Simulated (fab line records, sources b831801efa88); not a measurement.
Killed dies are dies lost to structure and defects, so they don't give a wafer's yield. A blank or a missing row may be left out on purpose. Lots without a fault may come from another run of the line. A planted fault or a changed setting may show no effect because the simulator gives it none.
Problem report in the 8D (eight disciplines) form, filled by code | flow gf180mcu | the parts of the form that need people (team, actions taken, sign-off) are left out

1. THE PROBLEM
time_to_endpoint_s at GF_V2_CMP_04 reads a mean of 110 s on 2 wafers of 2 lots; wafers without a fault read 81 s with a standard deviation of 6.4. That is +4.6 standard deviations from the usual mean.
The step: polishes SiO2.
First seen on wafer L938.4, day 25 23:03, on cmp-02. The record holds 36 wafers of 12 lots with a number at this step. Rule for "out", or "out of limits": more than 4 standard deviations from the usual mean. The other wafers with a number count as sound.

2. WHAT IT IS AND WHAT IT IS NOT
question                    | is                 | is not
which readings at this step | time_to_endpoint_s | motor_current_A
which lots                  | L938, L940         | L921, L924, L925, L928, L929, L930, L931, L933, L934, L941
which wafers of those lots  | L938.4, L940.1     | L938.1, L938.3, L940.2, L940.3
read on which tools         | cmp-02             | cmp-01
when                        | from day 25 23:03  | up to then (29 sound wafers); but 5 sound wafers of L940, L941 came after

3. SUSPECTS, AND WHAT RULES EACH OUT
Counting: a tool at a process step up to the reading stays a suspect if it ran every lot that is out. Sound lots after the first of them don't rule it out here, since some wafers of a struck lot are sound.
- pvd_sputter-02 at GF_V1_SPUTTER_21 (material Ti, target thk 15 nm, time 80.02 s): kept. It ran every lot that is out, first L938 (day 24 23:57); its last sound lot up to then is L933 (day 23 10:57).
- pvd_sputter-02 at GF_V1_SPUTTER_22 (material TiN, target thk 10 nm, time 40 s): kept. It ran every lot that is out, first L938 (day 25 00:01); its last sound lot up to then is L933 (day 23 11:01).
- cmp-02 at GF_V2_CMP_04 (polishes SiO2): kept. It ran every lot that is out, first L938 (day 25 23:03); its last sound lot up to then is L934 (day 24 16:02). Its own readings are out on those wafers: time_to_endpoint_s.
- Within cmp-02 at GF_V2_CMP_04: the wafers that are out ran in chamber 1; their sound lot-mates ran in chambers 0, 2, 3.
Left after counting: pvd_sputter-02 at GF_V1_SPUTTER_21, pvd_sputter-02 at GF_V1_SPUTTER_22, cmp-02 at GF_V2_CMP_04.

4. THE CAUSE (what the simulator had put in)
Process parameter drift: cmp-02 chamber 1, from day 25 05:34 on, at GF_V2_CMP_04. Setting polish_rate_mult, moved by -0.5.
Counting left 3 suspects, and this tool is among them.

5. THE CHAIN OF EFFECTS, in route order
Each row: a reading whose mean over the struck wafers that have a number lies more than 3 standard deviations from the usual. Only readings for which the record gives a usual standard deviation are gone through. hours: the time from each lot's start at the first step in this table that gives one to its start at this step, as a median over the lots. sigmas: the change in usual standard deviations.
hours | step          | reading            | usual      | on struck wafers | change | sigmas
0     | GF_V2_CMP_04  | time_to_endpoint_s | 81 s       | 110              | +30    | +4.6
-     | GF_V2_ETCH_17 | oes_product_au     | 0.856 a.u. | 0.919            | +0.063 | +16
The process steps in it:
- GF_V2_CMP_04: polishes SiO2.
- GF_V2_ETCH_17: etches SiO2 in C4F8/O2/Ar, stops on TiN, target depth 630 nm.

6. WHAT WOULD HAVE CAUGHT IT SOONER
In this record the first reading out of limits was taken at day 25 23:03, 17 hours after the fault began at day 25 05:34.
